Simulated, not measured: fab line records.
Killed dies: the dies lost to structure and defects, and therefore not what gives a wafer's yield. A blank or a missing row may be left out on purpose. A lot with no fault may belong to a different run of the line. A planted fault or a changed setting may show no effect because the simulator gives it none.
Chamber matching + flow gf180mcu + rie-si-01 running GF_STI_ETCH_14: 4 sister chambers
The step etches Si in HBr/Cl2/O2, target depth 360 nm, time 102.9 s. 14 wafers are shown with their chamber, then 7 later ones without.

== WAFERS, EACH WITH ITS CHAMBER ==
| wafer  | chamber | drypump-motor-current-A (A) | oes-product-au (a.u.) | throttle-valve-pct (%) |
|--------|---------|-----------------------------|-----------------------|------------------------|
| L624.1 | 0       | 5.1                         | 0.970                 | 25.694                 |
| L624.3 | 2       | 6.2                         | 0.993                 | 25.651                 |
| L624.5 | 2       | 6.2                         | 1.014                 | 25.649                 |
| L626.3 | 2       | 6.2                         | 0.994                 | 25.658                 |
| L626.5 | 1       | 5.0                         | 1.017                 | 25.643                 |
| L626.6 | 2       | 6.2                         | 1.006                 | 25.668                 |
| L629.1 | 0       | 5.0                         | 0.972                 | 25.656                 |
| L629.3 | 2       | 6.2                         | 1.012                 | 25.645                 |
| L629.4 | 1       | 5.0                         | 1.016                 | 25.636                 |
| L630.3 | 3       | 6.2                         | 1.002                 | 25.671                 |
| L630.4 | 2       | 6.2                         | 1.006                 | 25.646                 |
| L630.5 | 0       | 5.0                         | 0.976                 | 25.662                 |
| L632.1 | 3       | 6.2                         | 1.002                 | 25.656                 |
| L632.2 | 2       | 6.2                         | 1.005                 | 25.636                 |

SIGNATURES (means of the wafers above)
| reading                 | chamber 0 | chamber 1 | chamber 2 | chamber 3 | scatter within a chamber |
|-------------------------|-----------|-----------|-----------|-----------|--------------------------|
| drypump-motor-current-A | 5.033     | 5.000     | 6.200     | 6.200     | 0.0258                   |
| oes-product-au          | 0.97267   | 1.01650   | 1.00429   | 1.00200   | 0.00642                  |
| throttle-valve-pct      | 25.67067  | 25.63950  | 25.65043  | 25.66350  | 0.0126                   |
Rule: for each reading, subtract the chamber's mean from the wafer's reading, divide by that reading's scatter and square the result; add these up over the readings and take the root, which gives the wafer's distance from the chamber. The wafer belongs to the nearest chamber; if the next one is less than 2 further off, it can't be placed. The scatter is the square root of a quotient: the sum, over the shown wafers, of each reading's squared deviation from its chamber's mean, divided by wafers minus chambers.

== WAFERS MISSING THEIR CHAMBER ==
| wafer  | drypump-motor-current-A (A) | oes-product-au (a.u.) | throttle-valve-pct (%) |
|--------|-----------------------------|-----------------------|------------------------|
| L632.3 | 5.1                         | 0.967                 | 25.668                 |
| L646.2 | 5.0                         | 0.983                 | 25.670                 |
| L646.3 | 5.0                         | 1.011                 | 25.643                 |
| L646.5 | 6.2                         | 0.998                 | 25.663                 |
| L647.2 | 5.0                         | 0.976                 | 25.671                 |
| L647.3 | 6.2                         | 0.988                 | 25.652                 |
| L647.5 | 5.1                         | 0.978                 | 25.663                 |

== WHICH CHAMBER EACH WENT THROUGH ==
| wafer  | from the rows above     | in truth |
|--------|-------------------------|----------|
| L632.3 | 0                       | 0        |
| L646.2 | 0                       | 0        |
| L646.3 | 1                       | 1        |
| L646.5 | can't be placed: 3 or 2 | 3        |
| L647.2 | 0                       | 0        |
| L647.3 | can't be placed: 3 or 2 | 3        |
| L647.5 | 0                       | 0        |
Placed correctly: 5 of 7. Can't be placed from these rows: 2 (the true chamber is among the candidates in 2). Wrongly placed: 0.
